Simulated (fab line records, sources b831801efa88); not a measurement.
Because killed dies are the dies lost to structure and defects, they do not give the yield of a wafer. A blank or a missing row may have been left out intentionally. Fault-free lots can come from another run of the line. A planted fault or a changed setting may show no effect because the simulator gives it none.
Matching of chambers + flow gf180mcu + cmp-02 running GF_CONTACT_CMP_04: 4 sister chambers
The step polishes SiO2. 4 wafers are shown with their chamber, then 7 later ones without.

== WAFERS PAIRED WITH THEIR CHAMBERS ==
| wafer  | chamber | motor current A (A) |
|--------|---------|---------------------|
| L988.3 | 0       | 11.7                |
| L988.6 | 1       | 11.2                |
| L992.3 | 2       | 10.1                |
| L992.4 | 3       | 11.5                |

== WAFERS WITH NO CHAMBER GIVEN ==
| wafer  | motor current A (A) |
|--------|---------------------|
| L992.5 | 12.7                |
| L100.1 | 11.7                |
| L100.2 | 10.9                |
| L100.4 | 10.5                |
| L102.1 | 11.0                |
| L102.2 | 11.2                |
| L102.6 | 11.5                |

== THE CHAMBER EACH PASSED THROUGH ==
| wafer  | from the rows above               | in truth |
|--------|-----------------------------------|----------|
| L992.5 | can't be placed: 0 or 3 or 1      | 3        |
| L100.1 | can't be placed: 0 or 3 or 1      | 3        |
| L100.2 | can't be placed: 1 or 3 or 0 or 2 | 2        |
| L100.4 | can't be placed: 2 or 1 or 3 or 0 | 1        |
| L102.1 | can't be placed: 1 or 3 or 0 or 2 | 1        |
| L102.2 | can't be placed: 1 or 3 or 0      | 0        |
| L102.6 | can't be placed: 3 or 0 or 1      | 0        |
0 of 7 placed correctly. These rows do not allow placing 7 (true chamber among the candidates in 7). Number placed wrongly: 0.
How it was worked out, from the rows above alone: a wafer's distance from a chamber is the root of the sum, over the readings, of the square of ((its reading less the chamber's mean) divided by the reading's scatter). If the next closest chamber is less than 2 further off than the closest, the wafer can't be placed; otherwise it belongs to the closest. For every chamber, the mean is computed from those of its wafers that are shown. The scatter: root of mean squared gap, hidden wafer to nearest shown wafer, with one shown wafer a chamber.
